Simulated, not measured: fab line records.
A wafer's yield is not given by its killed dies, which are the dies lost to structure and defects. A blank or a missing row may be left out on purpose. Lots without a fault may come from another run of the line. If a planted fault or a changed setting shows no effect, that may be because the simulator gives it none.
Problem report, 8D (eight disciplines) form, completed by code | flow sfqLine | the parts of the form that need people (team, actions taken, sign-off) are left out

== 1. PROBLEM STATEMENT ==
Mean of timeToEndpointS at SFQ_TRILAYER_I0_CMP_CMP_028: 282 s across 4 wafers in 3 lots; on wafers with no fault it is 216 s (standard deviation 7.7). Relative to the usual mean, that is a shift of +8.6 standard deviations.
The step: polishes SiO2.
First observed at day 12 06:37: wafer L608.5, on cmp-02. The record has a number at this step for 45 wafers belonging to 15 lots. The rule behind "out" and "out of limits": a value lying over 4 standard deviations away from the usual mean. The other wafers with a number count as sound.

== 2. WHAT IT IS, AND WHAT IT ISN'T ==
question                    | is                             | is not
which readings at this step | timeToEndpointS                | headPressurePsi
which lots                  | L608, L609, L612               | L600, L601, L602, L604, L605, L613, L615, L616, L619, L621, L622, L623
which wafers of those lots  | L608.5, L609.5, L609.6, L612.6 | L608.1, L608.4, L609.1, L612.1, L612.2
read on which tools         | cmp-02                         | cmp-01
when                        | from day 12 06:37              | up to then (17 sound wafers); but 24 sound wafers of L609, L612, L613, L615, L616, L619, L621, L622, L623 came after

== 3. SUSPECTS, AND WHAT RULES EACH OUT ==
Counting: a tool at a process step up to the reading stays a suspect if it ran every lot that is out. Sound lots after the first of them don't rule it out here, since some wafers of a struck lot are sound.
- cmp-02 at SFQ_TRILAYER_I0_CMP_CMP_028 (polishes SiO2): kept. It processed each lot that is out (first: L608, day 12 06:37); up to then, its last sound lot is L604 (day 11 17:37). Out on those wafers are its own readings of timeToEndpointS.
Left after counting: cmp-02 at SFQ_TRILAYER_I0_CMP_CMP_028.

== 4. THE CAUSE (what the simulator had put in) ==
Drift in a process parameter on cmp-02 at SFQ_TRILAYER_I0_CMP_CMP_028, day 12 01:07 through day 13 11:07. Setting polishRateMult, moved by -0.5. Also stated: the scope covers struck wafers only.
Counting left only this tool.

== 5. THE EFFECT CHAIN, in route order ==
Each row: a reading where the mean over the struck wafers with a number is more than 3 standard deviations away from the usual. Only readings whose record carries a usual standard deviation are examined. hours: median over the lots of the time between each lot's start at the first step of this table that gives one and its start at this step. sigmas: the change, counted in usual standard deviations.
hours | step                                  | reading         | usual      | on struck wafers | change | sigmas
0     | SFQ_TRILAYER_I0_CMP_CMP_028           | timeToEndpointS | 216 s      | 282              | +66    | +8.6
1     | SFQ_TRILAYER_I0_METRO_MEASURE_029     | thkNm           | 200.2 nm   | 306.0            | +105.8 | +96
118   | SFQ_TRILAYER_I0_VIA_ETCH_VIA_ETCH_034 | oesProductAu    | 0.855 a.u. | 1.007            | +0.152 | +30
Its process steps:
- SFQ_TRILAYER_I0_CMP_CMP_028: polishes SiO2.
- SFQ_TRILAYER_I0_METRO_MEASURE_029
- SFQ_TRILAYER_I0_VIA_ETCH_VIA_ETCH_034: etches SiO2 in CHF3, stops on Nb, target depth 260 nm.

== 6. WHAT WOULD HAVE CAUGHT IT SOONER ==
First out-of-limits reading in this record: day 12 06:37, which is 6 hours after fault onset at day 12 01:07.
